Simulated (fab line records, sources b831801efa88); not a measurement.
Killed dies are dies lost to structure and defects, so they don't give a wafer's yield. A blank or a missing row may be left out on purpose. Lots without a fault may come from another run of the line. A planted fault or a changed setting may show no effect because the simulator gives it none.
fab line records | flow sky130
record lots=6 wafers=18 last_day=51
route steps=708 shown VIA4@653 METAL5@661 PASSIVATION@681 PAD_OPEN@708
lots that met no fault: from a run of the same line without faults
start_h: hours from the record's first day to the start of the lot's first wafer shown | wait_h: hours since the lot's step before | " the same as in the row above | L1.1+2: a row that stands for several wafers | - no value, or no start given | * or withheld: withheld | < > ~ a bound
route shown NAME@n: a module of which the file shows steps, and the number in the route of the first | usual: mean/standard deviation of fault-free wafers | same: alike in all rows | chamber/n: place in a boat | sites: the reading at each site | _std_site: their standard deviation | _edge_site: outer sites' mean less inner sites' | radius_mm: how far each site lies from the wafer's centre | mask NAME#n: copy n | behind: the tool/chamber that last shaped the wafer | hold: why the lot was held/for how many hours/how that ended | device: the transistor (n, p or np) that didn't switch | end of line: the same wafers' tests at the end of the route | a step without rows: its recipe alone | killed: dies lost to structure and defects at the first sort, not the wafer's yield | map: a wafer's dies, x killed, . not, _ none there
set.NAME: the setting as run; set.NAME@STEP: as run at that earlier step | model.NAME: the simulator's own value behind a step, which no gauge read
lots at some steps of the route; a table a step, a row a wafer
services: from which hour (start_h, from the record's first day; less than 0 if before it) a tool's chamber was out of use, for how many hours, and why
## steps
# step SKY_VIA4_STRIP_14
# recipe chemistry=post_etch_residue_remover time_s=1200 temp_c=72.5
# step SKY_VIA4_CLEAN_15
# recipe chemistry=IPA time_s=180 temp_c=25
# step SKY_VIA4_CLEAN_16
# recipe chemistry=O3/DIW dry=n2_spin
# step SKY_VIA4_SPUTTER_17
# recipe material=TiN target_thk_nm=20 chamber_pressure_pa=4.892 power_w=4000 time_s=80
# step SKY_VIA4_CVD_18
# recipe material=W target_thk_nm=505 time_s=152.14 temp_c=400 pressure_torr=40
# usual heater_power_w=875/96
# columns lot.wafer tool chamber start_h wait_h heater_power_w
L501.1 cvd_w-01 0 1028.48 0.0 814
L501.5 " 0 " " 781
L501.6 " 1 " " 1005
L508.2 cvd_w-01 0 1074.19 0.0 803
L508.4 " 0 " " 777
L508.5 " 1 " " 1009
L510.3 cvd_w-01 1 1086.49 0.1 985
L510.4 " 0 " " 806
L510.6 " 0 " " 777
L519.1 cvd_w-01 0 1140.85 0.0 801
L519.2 " 1 " " 1012
L519.4 " 1 " " 1010
L522.2 cvd_w-02 0 1151.08 0.0 749
L522.3 " 1 " " 920
L522.5 " 0 " " 780
L523.2 cvd_w-02 1 1158.78 0.0 918
L523.4 " 1 " " 932
L523.6 " 1 " " 912
# step SKY_VIA4_RS_MEAS_19
# recipe thk_meas_gauge=four-point-probe reads=W_of_VIA4_CVD_18+TiN_of_VIA4_SPUTTER_17
# usual VIA4_W_RS=0.2286/0.0028
# columns lot.wafer tool chamber start_h wait_h VIA4_W_RS[ohm/sq]
L501.1 film_metro-04 - 1028.63 0.1 0.2323
L501.5 " - " " 0.2302
L501.6 " - " " 0.2320
L508.2 film_metro-02 - 1074.36 0.1 0.2298
L508.4 " - " " 0.2295
L508.5 " - " " 0.2293
L510.3 film_metro-01 - 1086.63 0.1 0.2295
L510.4 " - " " 0.2271
L510.6 " - " " 0.2271
L519.1 film_metro-04 - 1141.00 0.1 0.2316
L519.2 " - " " 0.2254
L519.4 " - " " 0.2242
L522.2 film_metro-04 - 1151.25 0.1 0.2244
L522.3 " - " " 0.2271
L522.5 " - " " 0.2237
L523.2 film_metro-04 - 1158.95 0.1 0.2317
L523.4 " - " " 0.2304
L523.6 " - " " 0.2303
# step SKY_VIA4_THK_MEAS_20
# recipe thk_meas_gauge=xrf reads=W_of_VIA4_CVD_18
# usual VIA4_W_THK=505/6.8
# columns lot.wafer tool chamber start_h wait_h VIA4_W_THK[nm]
L501.1 film_metro-04 - 1028.75 0.1 497
L501.5 " - " " 501
L501.6 " - " " 500
L508.2 film_metro-02 - 1074.47 0.1 503
L508.4 " - " " 502
L508.5 " - " " 504
L510.3 film_metro-01 - 1086.73 0.1 504
L510.4 " - " " 512
L510.6 " - " " 513
L519.1 film_metro-04 - 1141.12 0.1 503
L519.2 " - " " 511
L519.4 " - " " 515
L522.2 film_metro-04 - 1151.36 0.1 518
L522.3 " - " " 513
L522.5 " - " " 518
L523.2 film_metro-04 - 1159.06 0.1 503
L523.4 " - " " 504
L523.6 " - " " 502
# step SKY_VIA4_CMP_21
# recipe stop_on=SiO2 t_overpolish_s=25 down_force_psi=3.5 platen_rpm=60 target_thk_nm=0 pad_velocity_m_s=0.94248
# step SKY_METAL5_SPUTTER_00
# recipe material=Ti target_thk_nm=15 power_w=3000 time_s=10 chamber_pressure_pa=0.4
# step SKY_METAL5_SPUTTER_01
# recipe material=TiN target_thk_nm=20 power_w=6500 time_s=16.7 chamber_pressure_pa=0.4
# step SKY_METAL5_SPUTTER_02
# recipe material=AlCu target_thk_nm=1150 power_w=10600 time_s=61.2 chamber_pressure_pa=0.4
# step SKY_METAL5_SPUTTER_03
# recipe material=Ti target_thk_nm=5 power_w=3000 time_s=3.3 chamber_pressure_pa=0.4
# usual throttle_valve_pct=29.7/1.4
# columns lot.wafer tool chamber start_h wait_h throttle_valve_pct
L501.1 pvd_sputter-03 - 1029.21 0.0 29.6
L501.5 " - " " 27.6
L501.6 " - " " 31.0
L508.2 pvd_sputter-03 - 1074.92 0.0 31.4
L508.4 " - " " 28.4
L508.5 " - " " 31.3
L510.3 pvd_sputter-03 - 1087.28 0.0 28.6
L510.4 " - " " 29.8
L510.6 " - " " 31.3
L519.1 pvd_sputter-02 - 1141.58 0.0 31.7
L519.2 " - " " 28.5
L519.4 " - " " 29.3
L522.2 pvd_sputter-03 - 1151.81 0.0 29.7
L522.3 " - " " 28.6
L522.5 " - " " 31.4
L523.2 pvd_sputter-03 - 1159.51 0.0 29.6
L523.4 " - " " 28.7
L523.6 " - " " 31.2
# step SKY_METAL5_SPUTTER_04
# recipe material=TiN target_thk_nm=70 power_w=6500 time_s=58.3 chamber_pressure_pa=0.4
# usual throttle_valve_pct=29.7/1.4
# columns lot.wafer tool chamber start_h wait_h throttle_valve_pct model.TiN_of_METAL5_SPUTTER_04.thk_nm
L501.1 pvd_sputter-03 - 1029.23 0.0 29.5 70.14
L501.5 " - " " 27.4 70.13
L501.6 " - " " 31.1 71.42
L508.2 pvd_sputter-03 - 1074.94 0.0 31.2 70.81
L508.4 " - " " 28.7 97.45
L508.5 " - " " 31.5 70.84
L510.3 pvd_sputter-03 - 1087.30 0.0 28.5 96.27
L510.4 " - " " 29.6 68.08
L510.6 " - " " 31.5 69.45
L519.1 pvd_sputter-02 - 1141.60 0.0 32.0 68.24
L519.2 " - " " 28.6 68.22
L519.4 " - " " 29.5 68.62
L522.2 pvd_sputter-03 - 1151.83 0.0 29.5 70.5
L522.3 " - " " 28.3 71.19
L522.5 " - " " 31.3 71.69
L523.2 pvd_sputter-03 - 1159.53 0.0 29.7 68.7
L523.4 " - " " 28.4 68.53
L523.6 " - " " 31.2 69.18
# step SKY_METAL5_RS_MEAS_05
# recipe thk_meas_gauge=four-point-probe reads=TiN_of_METAL5_SPUTTER_04+Ti_of_METAL5_SPUTTER_03+AlCu_of_METAL5_SPUTTER_02+TiN_of_METAL5_SPUTTER_01+Ti_of_METAL5_SPUTTER_00
# usual METAL5_ALCU_RS=0.02711/0.0003
# columns lot.wafer tool chamber start_h wait_h METAL5_ALCU_RS[ohm/sq]
L501.1 film_metro-03 - 1029.28 0.0 0.02708
L501.5 " - " " 0.02724
L501.6 " - " " 0.02696
L508.2 film_metro-04 - 1075.01 0.0 0.02693
L508.4 " - " " 0.02773
L508.5 " - " " 0.02684
L510.3 film_metro-02 - 1087.39 0.1 0.02784
L510.4 " - " " 0.02739
L510.6 " - " " 0.02719
L519.1 film_metro-03 - 1141.65 0.0 0.02736
L519.2 " - " " 0.02712
L519.4 " - " " 0.02723
L522.2 film_metro-02 - 1151.90 0.0 0.02734
L522.3 " - " " 0.02765
L522.5 " - " " 0.02686
L523.2 film_metro-02 - 1159.60 0.0 0.02712
L523.4 " - " " 0.02728
L523.6 " - " " 0.02678
# step SKY_METAL5_THK_MEAS_06
# recipe thk_meas_gauge=xrf reads=AlCu_of_METAL5_SPUTTER_02
# usual METAL5_ALCU_THK=1156/14
# columns lot.wafer tool chamber start_h wait_h METAL5_ALCU_THK[nm]
L501.1 film_metro-03 - 1029.40 0.1 1152
L501.5 " - " " 1156
L501.6 " - " " 1152
L508.2 film_metro-04 - 1075.12 0.1 1161
L508.4 " - " " 1062
L508.5 " - " " 1171
L510.3 film_metro-02 - 1087.49 0.1 1061
L510.4 " - " " 1142
L510.6 " - " " 1155
L519.1 film_metro-03 - 1141.77 0.1 1151
L519.2 " - " " 1171
L519.4 " - " " 1159
L522.2 film_metro-02 - 1152.01 0.1 1148
L522.3 " - " " 1128
L522.5 " - " " 1161
L523.2 film_metro-02 - 1159.71 0.1 1153
L523.4 " - " " 1157
L523.6 " - " " 1173
# step SKY_METAL5_DEHYDRATE_07
# recipe temp_c=200 time_s=60
# step SKY_METAL5_HMDS_08
# recipe prime_time_s=60 prime_temp_c=120
# step SKY_METAL5_COAT_09
# recipe resist=NOVOLAK spin_rpm=3000 resist_thk_nm=1800
# step SKY_METAL5_SOFTBAKE_10
# recipe temp_c=90 time_s=60 resist=NOVOLAK
# step SKY_METAL5_EXPOSE_11
# recipe mask_id=MM5 na=0.6 source_shape=conventional sigma_outer=0.6 polarization=unpolarized target_cd_nm=1600 dose_mj=190
# step SKY_METAL5_PEB_12
# recipe temp_c=withheld time_s=* resist=NOVOLAK
# step SKY_METAL5_DEVELOP_13
# recipe resist=NOVOLAK developer=TMAH develop_time_s=60 dev_temp_c=23
# step SKY_METAL5_DESCUM_14
# recipe chemistry=O2 source_power_w=150 bias_power_w=0 pressure_mtorr=10 temp_c=40 time_s=11
# usual drypump_motor_current_A=5.7/0.55 oes_product_au=0.998/0.0093
# columns lot.wafer tool chamber start_h wait_h drypump_motor_current_A oes_product_au rf_hours_counter_h
L501.1 rie_metal-04 1 1052.54 0.1 5.2 0.977 15
L501.5 " 1 " " 5.2 0.992 -
L501.6 " 0 " " 6.4 0.996 -
L508.2 rie_metal-04 1 1096.81 0.1 5.2 0.984 19
L508.4 " 0 " " 6.4 0.988 -
L508.5 " 0 " " 6.4 0.994 -
L510.3 rie_metal-02 1 1108.50 0.1 5.0 1.012 -
L510.4 " 0 " " 5.9 1.012 -
L510.6 " 0 " " 5.9 1.008 -
L519.1 rie_metal-02 1 1160.71 0.1 5.0 0.998 12
L519.2 " 0 " " 5.9 1.012 14
L519.4 " 0 " " 5.9 1.023 -
L522.2 rie_metal-02 0 1170.46 0.1 5.9 1.007 15
L522.3 " 0 " " 5.9 1.010 -
L522.5 " 1 " " 5.1 1.006 -
L523.2 rie_metal-04 0 1177.49 0.1 6.4 0.993 24
L523.4 " 0 " " 6.4 1.007 -
L523.6 " 1 " " 5.2 0.994 -
# step SKY_METAL5_METAL_ETCH_15
# recipe target_depth_a=12600 stop_on=SiO2 over_etch_frac=0.2 time_s=252 chemistry=Cl2/BCl3 resist_sidewall_deg=86 pressure_mtorr=10 icp_w=900 bias_w=48.5 Cl2_flow_sccm=60 bcl3_flow_sccm=30
# step SKY_METAL5_STRIP_16
# recipe chemistry=O2/N2 power_w=1400 pressure_mtorr=1500 platen_temp_c=withheld o2_flow_sccm=3000 n2_flow_sccm=300 overash_fraction=0.5
# usual drypump_motor_current_A=5.7/0.32 oes_product_au=0.710/0.0046 strip_time_to_endpoint_s=13.08/0.11
# columns lot.wafer tool chamber start_h wait_h drypump_motor_current_A oes_product_au rf_hours_counter_h strip_time_to_endpoint_s
L501.1 plasma_asher-02 1 1052.81 0.2 5.6 0.716 122 13.23
L501.5 " 1 " " 5.6 0.710 - 13.21
L501.6 " 0 " " 6.1 0.708 - 13.02
L508.2 plasma_asher-02 1 1097.08 0.2 5.6 0.708 4 13.20
L508.4 " 0 " " 6.0 0.708 - 13.04
L508.5 " 1 " " 5.6 0.709 - 13.09
L510.3 plasma_asher-02 0 1108.79 0.1 6.1 0.715 - 13.07
L510.4 " 1 " " 5.6 0.712 - 13.02
L510.6 " 0 " " 6.1 0.702 - 13.12
L519.1 plasma_asher-04 1 1160.98 0.2 5.9 0.712 73 13.07
L519.2 " 0 " " 5.2 0.720 73 13.04
L519.4 " 1 " " 5.9 0.716 - 12.91
L522.2 plasma_asher-03 1 1170.73 0.2 5.6 0.701 95 12.95
L522.3 " 0 " " 5.3 0.706 - 12.96
L522.5 " 1 " " 5.6 0.713 - 13.08
L523.2 plasma_asher-02 1 1177.82 0.2 5.6 0.710 13 13.10
L523.4 " 1 " " 5.6 0.721 - 13.15
L523.6 " 0 " " 6.1 0.708 - 13.21
# step SKY_METAL5_STRIP_17
# recipe chemistry=post_etch_residue_remover time_s=1200 temp_c=72.5
# columns lot.wafer tool chamber start_h wait_h model.TiN_of_METAL5_SPUTTER_04.thk_nm
L501.1 wet_bench-02 1 1052.91 0.1 69.72
L501.5 " 1 " " 69.7
L501.6 " 1 " " 70.99
L508.2 wet_bench-04 1 1097.18 0.1 70.39
L508.4 " 1 " " 97.03
L508.5 " 1 " " 70.43
L510.3 wet_bench-02 1 1108.86 0.0 95.86
L510.4 " 1 " " 67.66
L510.6 " 1 " " 69.03
L519.1 wet_bench-03 0 1161.08 0.1 67.83
L519.2 " 0 " " 67.81
L519.4 " 0 " " 68.21
L522.2 wet_bench-04 0 1170.83 0.1 70.07
L522.3 " 0 " " 70.77
L522.5 " 0 " " 71.27
L523.2 wet_bench-04 3 1177.92 0.1 68.28
L523.4 " 3 " " 68.11
L523.6 " 3 " " 68.77
# step SKY_METAL5_CLEAN_18
# recipe chemistry=IPA time_s=180 temp_c=25
# step SKY_METAL5_CLEAN_19
# recipe chemistry=O3/DIW dry=n2_spin
# step SKY_PASSIVATION_CVD_00
# recipe material=SiO2 target_thk_nm=90 temp_c=400 time_s=withheld rf_w=600
# step SKY_PASSIVATION_THK_MEAS_01
# recipe reads=SiO2_of_PASSIVATION_CVD_00
# usual PASSIVATION_CVD_00_THK=89.8/1.2
# columns lot.wafer tool chamber start_h wait_h PASSIVATION_CVD_00_THK[nm]
L501.1 film_metro-04 - 1053.43 - 88.4
L501.5 " - " " 90.6
L501.6 " - " " 90.2
L508.2 film_metro-04 - 1097.71 - 90.7
L508.4 " - " " 91.4
L508.5 " - " " 90.9
L510.3 film_metro-03 - 1109.44 - 88.7
L510.4 " - " " 90.6
L510.6 " - " " 89.9
L519.1 film_metro-03 - 1161.60 - 88.6
L519.2 " - " " 90.1
L519.4 " - " " 90.6
L522.2 film_metro-03 - 1171.35 - 90.0
L522.3 " - " " 89.2
L522.5 " - " " 91.6
L523.2 film_metro-01 - 1178.70 - 89.9
L523.4 " - " " 91.8
L523.6 " - " " 91.7
# step SKY_PASSIVATION_CVD_02
# recipe material=Si3N4 target_thk_nm=540 temp_c=400 time_s=withheld rf_w=450
# step SKY_PASSIVATION_THK_MEAS_03
# recipe reads=Si3N4_of_PASSIVATION_CVD_02
# usual PASSIVATION_CVD_02_THK=539/8.1
# columns lot.wafer tool chamber start_h wait_h PASSIVATION_CVD_02_THK[nm]
L501.1 film_metro-04 - 1053.71 - 529
L501.5 " - " " 544
L501.6 " - " " 536
L508.2 film_metro-04 - 1097.99 - 525
L508.4 " - " " 530
L508.5 " - " " 533
L510.3 film_metro-04 - 1109.72 - 531
L510.4 " - " " 533
L510.6 " - " " 536
L519.1 film_metro-04 - 1161.89 - 539
L519.2 " - " " 538
L519.4 " - " " 548
L522.2 film_metro-03 - 1171.64 - 531
L522.3 " - " " 531
L522.5 " - " " 547
L523.2 film_metro-03 - 1178.98 - 549
L523.4 " - " " 555
L523.6 " - " " 556
# step SKY_PASSIVATION_DEHYDRATE_04
# recipe temp_c=200 time_s=60
# step SKY_PASSIVATION_HMDS_05
# recipe prime_time_s=60 prime_temp_c=120
# step SKY_PASSIVATION_COAT_06
# recipe spin_rpm=2000 resist_thk_nm=3000
# step SKY_PASSIVATION_SOFTBAKE_07
# recipe temp_c=110 time_s=withheld
# step SKY_PASSIVATION_EXPOSE_08
# recipe mask_id=NSM target_cd_nm=3000 na=0.57 dose_mj=260
# step SKY_PASSIVATION_PEB_09
# recipe temp_c=115 time_s=withheld
# step SKY_PASSIVATION_DEVELOP_10
# recipe develop_time_s=60 dev_temp_c=23
# step SKY_PASSIVATION_ETCH_11
# recipe chemistry=CF4/O2 target_depth_nm=725 stop_on=AlCu source_w=800 bias_w=150 pressure_mtorr=150 cf4_flow_sccm=80 O2_flow_sccm=10 time_s=161.1
# usual drypump_motor_current_A=5.7/0.39 oes_product_au=0.976/0.0081 throttle_valve_pct=5.964/0.0089
# columns lot.wafer tool chamber start_h wait_h drypump_motor_current_A oes_product_au rf_hours_counter_h throttle_valve_pct model.PASSIVATION.feature_depth_nm
L501.1 rie_diel-04 0 1074.67 - 5.3 0.959 16 5.970 692.4
L501.5 " 1 " " 6.4 0.970 - 5.969 699
L501.6 " 2 " " 5.7 0.966 - 5.959 702.7
L508.2 rie_diel-03 2 1118.64 - 5.9 0.976 11 5.972 690.5
L508.4 " 1 " " 6.4 0.987 14 5.960 723.2
L508.5 " 1 " " 6.4 0.978 - 5.967 699.6
L510.3 rie_diel-03 1 1130.02 - 6.4 0.982 15 5.974 717.3
L510.4 " 0 " " 5.9 0.972 23 5.968 696.6
L510.6 " 0 " " 5.9 0.978 - 5.970 700.2
L519.1 rie_diel-02 0 1179.44 - 5.6 0.969 12 5.966 700.4
L519.2 " 1 " " 5.1 0.970 25 5.954 700.8
L519.4 " 2 " " 5.6 0.973 20 5.967 700.6
L522.2 rie_diel-03 2 1188.97 - 5.9 0.980 13 5.964 696.3
L522.3 " 0 " " 5.9 0.975 25 5.967 695.7
L522.5 " 3 " " 5.3 0.983 - 5.952 714.6
L523.2 rie_diel-04 3 1195.07 - 6.0 0.982 24 5.960 711.7
L523.4 " 0 " " 5.3 0.989 - 5.967 720
L523.6 " 2 " " 5.6 0.999 - 5.967 721.8
# step SKY_PASSIVATION_STRIP_12
# recipe chemistry=O2/N2 power_w=1400 pressure_mtorr=1500 platen_temp_c=withheld overash_fraction=0.7 o2_flow_sccm=3000 n2_flow_sccm=300
# usual drypump_motor_current_A=5.70/0.28 oes_product_au=0.660/0.0044 strip_time_to_endpoint_s=31.57/0.14
# columns lot.wafer tool chamber start_h wait_h drypump_motor_current_A oes_product_au rf_hours_counter_h strip_time_to_endpoint_s
L501.1 plasma_asher-03 0 1074.78 0.1 5.32 0.663 93 31.62
L501.5 " 0 " " 5.31 0.662 - 31.86
L501.6 " 1 " " 5.60 0.659 - 31.74
L508.2 plasma_asher-01 1 1118.75 0.1 5.80 0.655 38 31.70
L508.4 " 0 " " 5.97 0.655 - 31.58
L508.5 " 1 " " 5.78 0.656 - 31.69
L510.3 plasma_asher-01 0 1130.16 0.1 5.99 0.658 - 31.61
L510.4 " 1 " " 5.83 0.658 - 31.53
L510.6 " 1 " " 5.81 0.657 - 31.54
L519.1 plasma_asher-01 1 1179.55 0.1 5.79 0.659 45 31.46
L519.2 " 0 " " 6.00 0.663 45 31.61
L519.4 " 1 " " 5.76 0.662 - 31.66
L522.2 plasma_asher-01 0 1189.08 0.1 5.98 0.664 47 31.51
L522.3 " 0 " " 5.98 0.664 - 31.54
L522.5 " 0 " " 5.99 0.654 - 31.49
L523.2 plasma_asher-04 0 1195.18 0.1 5.16 0.659 77 31.64
L523.4 " 1 " " 5.86 0.658 - 31.49
L523.6 " 0 " " 5.17 0.664 - 31.55
# step SKY_PAD_OPEN_PROBE_99
# usual defect_limited_yield=82.7/1.9 killed_at_M0_to_M3=43/7.3 killed_at_M4_up=3.2/1.9 killed_at_contacts=24/5.5 killed_at_front_end=15/4.7 killed_at_other=0.5/0.75 killed_dies=85/9.5 killed_open=46/7 killed_short=38/7.4 sort_bin_3_pad_short=0.9/0.43 sort_bin_5_function=10.1/1.4 sort_bin_6_memory=6.3/1 sort_bin_8_speed=0.2/0.37 sort_n_pass=406/9.4 sort_yield_pct=82.5/1.9
# same gross_dies=492 killed_at_back_side=0 sort_bin_4_leakage[%]=0
# columns lot.wafer tool chamber start_h wait_h defect_limited_yield[%] killed_at_M0_to_M3 killed_at_M4_up killed_at_contacts killed_at_front_end killed_at_other killed_dies killed_open killed_short sort_bin_3_pad_short[%] sort_bin_5_function[%] sort_bin_6_memory[%] sort_bin_8_speed[%] sort_n_pass sort_yield_pct[%]
L510.3 prober-02 - 1152.53 0.2 79.3 54 4 20 22 2 102 50 49 1.0 13.0 6.7 0 390 79.3
L510.4 prober-02 - 1152.58 0.2 83.9 37 4 21 16 1 79 53 24 0.2 9.3 6.5 0.2 412 83.7
L510.6 prober-02 - 1152.68 0.2 86.2 31 5 25 7 0 68 37 31 0.8 7.1 5.9 0 424 86.2
L519.1 prober-02 - 1198.88 0.1 80.5 42 3 33 16 2 96 50 44 1.4 11.8 6.3 0.4 394 80.1
L519.2 prober-02 - 1198.93 0.1 83.1 30 2 38 13 0 83 47 35 0.8 10.4 5.7 0.2 408 82.9
L519.4 prober-02 - 1199.03 0.2 83.5 33 4 24 19 1 81 40 40 1.0 9.3 6.1 0.2 410 83.3
L522.2 prober-01 - 1207.43 0.1 84.6 43 2 23 8 0 76 44 31 0.6 9.3 5.5 0 416 84.6
L522.3 prober-01 - 1207.48 0.2 77.8 65 6 22 16 0 109 48 60 0.6 14.2 7.3 0 383 77.8
L522.5 prober-01 - 1207.58 0.2 81.5 42 6 26 17 0 91 48 41 1.0 10.6 6.9 0 401 81.5
L523.2 prober-02 - 1213.39 0.1 85.6 31 6 18 15 1 71 35 36 0.8 10.0 3.7 0.2 420 85.4
L523.4 prober-02 - 1213.49 0.2 82.3 45 4 25 13 0 87 51 36 1.0 10.0 6.7 0 405 82.3
L523.6 prober-02 - 1213.59 0.2 83.1 37 4 24 18 0 83 46 36 0.6 8.5 7.7 0.2 408 82.9
# killed by level:class
L510.3 CONTACT:geometric_particle:open=12 VIA1:geometric_particle:open=11 VIA1:geometric_particle:short=10 VIA3:geometric_particle:open=7 VIA2:geometric_particle:open=7 FIELD_ISO:geometric_particle:short=6 VIA3:geometric_particle:short=6 METAL2:geometric_particle:short=4
L510.4 CONTACT:geometric_particle:open=13 VIA1:geometric_particle:open=9 LI_CONTACT:geometric_particle:open=6 VIA3:geometric_particle:open=5 FIELD_ISO:geometric_particle:open=4 POLY_GATE:geometric_particle:open=4 VIA1:geometric_particle:short=4 METAL2:geometric_particle:short=4
L510.6 CONTACT:geometric_particle:open=11 VIA1:geometric_particle:open=8 LI_CONTACT:geometric_particle:open=7 METAL1:geometric_particle:short=5 VIA2:geometric_particle:open=5 METAL2:geometric_particle:short=5 CONTACT:geometric_particle:short=4 METAL4:geometric_particle:short=4
L519.1 VIA1:geometric_particle:open=11 LOCAL_INTERCONNECT:geometric_particle:short=9 CONTACT:geometric_particle:open=8 VIA2:geometric_particle:open=7 CONTACT:geometric_particle:short=7 METAL1:geometric_particle:short=7 LI_CONTACT:geometric_particle:open=6 VIA3:geometric_particle:open=6
L519.2 CONTACT:geometric_particle:open=15 LI_CONTACT:geometric_particle:open=9 VIA2:geometric_particle:open=8 VIA3:geometric_particle:open=6 POLY_GATE:geometric_particle:short=5 LI_CONTACT:geometric_particle:short=5 LOCAL_INTERCONNECT:geometric_particle:short=5 CONTACT:geometric_particle:short=4
L519.4 CONTACT:geometric_particle:open=9 FIELD_ISO:geometric_particle:open=8 LOCAL_INTERCONNECT:geometric_particle:short=8 VIA1:geometric_particle:open=8 FIELD_ISO:geometric_particle:short=5 METAL2:geometric_particle:short=5 METAL1:geometric_particle:short=4 VIA3:geometric_particle:open=4
L522.2 CONTACT:geometric_particle:open=12 VIA2:geometric_particle:open=10 VIA1:geometric_particle:open=7 VIA1:geometric_particle:short=6 VIA2:geometric_particle:short=6 VIA3:geometric_particle:open=5 LOCAL_INTERCONNECT:geometric_particle:short=4 LI_CONTACT:geometric_particle:open=4
L522.3 METAL1:geometric_particle:short=11 VIA1:geometric_particle:open=10 VIA2:geometric_particle:open=8 CONTACT:geometric_particle:open=7 VIA3:geometric_particle:open=6 CONTACT:geometric_particle:short=6 VIA1:geometric_particle:short=6 VIA2:geometric_particle:short=6
L522.5 CONTACT:geometric_particle:open=10 CONTACT:geometric_particle:short=7 FIELD_ISO:geometric_particle:open=6 POLY_GATE:geometric_particle:open=6 VIA1:geometric_particle:open=6 METAL1:geometric_particle:short=6 VIA1:geometric_particle:short=6 VIA3:geometric_particle:open=5
L523.2 LI_CONTACT:geometric_particle:open=7 VIA1:geometric_particle:short=6 CONTACT:geometric_particle:open=5 METAL4:geometric_particle:short=5 METAL2:geometric_particle:short=5 FIELD_ISO:geometric_particle:short=4 POLY_GATE:geometric_particle:open=4 VIA2:geometric_particle:open=4
L523.4 VIA1:geometric_particle:open=10 LI_CONTACT:geometric_particle:open=9 VIA3:geometric_particle:open=9 CONTACT:geometric_particle:open=8 METAL2:geometric_particle:short=5 METAL1:geometric_particle:short=5 POLY_GATE:geometric_particle:open=4 VIA1:geometric_particle:short=4
L523.6 CONTACT:geometric_particle:open=9 VIA1:geometric_particle:open=8 VIA2:geometric_particle:open=8 LI_CONTACT:geometric_particle:open=6 VIA1:geometric_particle:short=6 METAL1:geometric_particle:short=5 FIELD_ISO:geometric_particle:open=4 CONTACT:geometric_particle:short=4
## services
# columns tool chamber start_h hours kind
pvd_sputter-03 - 1009.19 7.6 repair
rie_diel-02 2 1019.74 17.0 repair
plasma_asher-02 - 1022.13 9.5 pm
rie_diel-03 - 1028.12 0.4 repair
rie_diel-03 1 1034.36 4.4 repair
plasma_asher-02 - 1037.67 7.3 repair
rie_diel-04 1 1039.79 4.2 repair
plasma_asher-02 - 1055.32 9.0 pm
plasma_asher-01 - 1070.97 6.3 repair
plasma_asher-03 - 1077.42 73.7 repair
rie_diel-04 - 1078.42 5.4 repair
rie_diel-02 - 1081.52 1.2 repair
rie_diel-02 3 1098.01 2.4 repair
rie_diel-02 - 1105.87 4.3 pm
pvd_sputter-03 - 1124.91 3.4 repair
plasma_asher-03 - 1139.50 0.3 repair
rie_diel-03 - 1139.63 0.1 repair
plasma_asher-04 - 1154.13 1.5 repair
cvd_w-01 1 1160.21 13.5 repair
plasma_asher-03 - 1168.81 0.6 repair
plasma_asher-03 - 1174.84 8.6 repair
plasma_asher-02 - 1182.12 0.7 repair
plasma_asher-03 - 1183.42 15.6 pm
rie_diel-04 1 1195.03 4.8 repair
## key
first_sign step=SKY_METAL5_THK_MEAS_06 reading=METAL5_ALCU_THK direction=down sigmas=6.9 usual=1156 struck=1062
effect none on later readings
model_effect step=SKY_METAL5_SPUTTER_04 value=TiN_of_METAL5_SPUTTER_04.thk_nm without=69.09 struck=96.86
model_effect step=SKY_METAL5_STRIP_17 value=TiN_of_METAL5_SPUTTER_04.thk_nm without=68.67 struck=96.44
model_effect step=SKY_PASSIVATION_ETCH_11 value=PASSIVATION.feature_depth_nm without=693.5 struck=720.2
met_at SKY_METAL5_SPUTTER_04
struck_wafers L508.4,L510.3
fault kind=process_parameter_drift tool=pvd_sputter-03 chamber=- onset_h=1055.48 steps=SKY_METAL5_SPUTTER_04 channel=target_thk_nm offset=27.776 shape=step end_h=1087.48 acts_in=these_recipes_only stated=70 scope=struck_wafers_only
